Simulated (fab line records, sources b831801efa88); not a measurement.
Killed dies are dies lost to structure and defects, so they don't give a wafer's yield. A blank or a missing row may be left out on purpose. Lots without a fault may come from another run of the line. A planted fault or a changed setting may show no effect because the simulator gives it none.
Chamber matching | flow gf180mcu | GF_STI_CMP_25 on cmp-01: 4 sister chambers
The step polishes, stops on Si3N4, t overpolish 33 s, target thk 524.6 nm. 14 wafers are shown with their chamber, then 7 later ones without.

WAFERS WITH THEIR CHAMBER
wafer  | chamber | motor_current_A (A) | platen_rpm (rpm) | overpolish_run_s (s)
L853.1 | 3       | 14.9                | 60.02            | 32.991
L853.3 | 2       | 11.8                | 60.00            | 33.010
L853.4 | 1       | 11.7                | 60.03            | 32.984
L855.2 | 1       | 12.0                | 59.98            | 33.006
L855.5 | 1       | 11.4                | 60.03            | 33.010
L855.6 | 0       | 14.6                | 59.96            | 33.006
L856.1 | 2       | 11.0                | 60.00            | 32.994
L856.5 | 2       | 11.1                | 60.03            | 32.997
L856.6 | 1       | 11.3                | 60.02            | 32.976
L861.3 | 0       | 13.9                | 59.96            | 33.014
L861.4 | 2       | 11.5                | 60.02            | 33.008
L861.5 | 1       | 11.6                | 60.06            | 32.998
L869.1 | 1       | 10.9                | 59.99            | 32.988
L869.2 | 3       | 15.1                | 59.97            | 32.996

SIGNATURES (means of the wafers above)
reading          | chamber 0 | chamber 1 | chamber 2 | chamber 3 | scatter within a chamber
motor_current_A  | 14.250    | 11.483    | 11.350    | 15.000    | 0.372
platen_rpm       | 59.9600   | 60.0183   | 60.0125   | 59.9950   | 0.0249
overpolish_run_s | 33.01000  | 32.99367  | 33.00225  | 32.99350  | 0.0105
Rule: a wafer's distance from a chamber is the root of the sum, over the readings, of the square of ((its reading less the chamber's mean) divided by the reading's scatter). The wafer belongs to the nearest chamber; if the next one is less than 2 further off, it can't be placed. The scatter: the root of (the sum of the squares of (reading less its chamber's mean) over the shown wafers, divided by (wafers less chambers)).

WAFERS WITHOUT THEIR CHAMBER
wafer  | motor_current_A (A) | platen_rpm (rpm) | overpolish_run_s (s)
L869.4 | 14.1                | 60.06            | 32.981
L870.2 | 15.6                | 59.99            | 32.990
L870.3 | 11.7                | 59.97            | 32.995
L870.4 | 10.6                | 59.98            | 32.999
L872.2 | 15.8                | 59.96            | 33.008
L872.3 | 13.9                | 59.99            | 33.001
L872.4 | 11.1                | 60.02            | 32.993

WHICH CHAMBER EACH WENT THROUGH
wafer  | from the rows above     | in truth
L869.4 | can't be placed: 3 or 0 | 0
L870.2 | 3                       | 3
L870.3 | can't be placed: 1 or 2 | 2
L870.4 | can't be placed: 2 or 1 | 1
L872.2 | can't be placed: 3 or 0 | 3
L872.3 | can't be placed: 0 or 3 | 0
L872.4 | can't be placed: 1 or 2 | 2
Placed correctly: 1 of 7. Can't be placed from these rows: 6 (the true chamber is among the candidates in 6). Placed wrongly: 0.
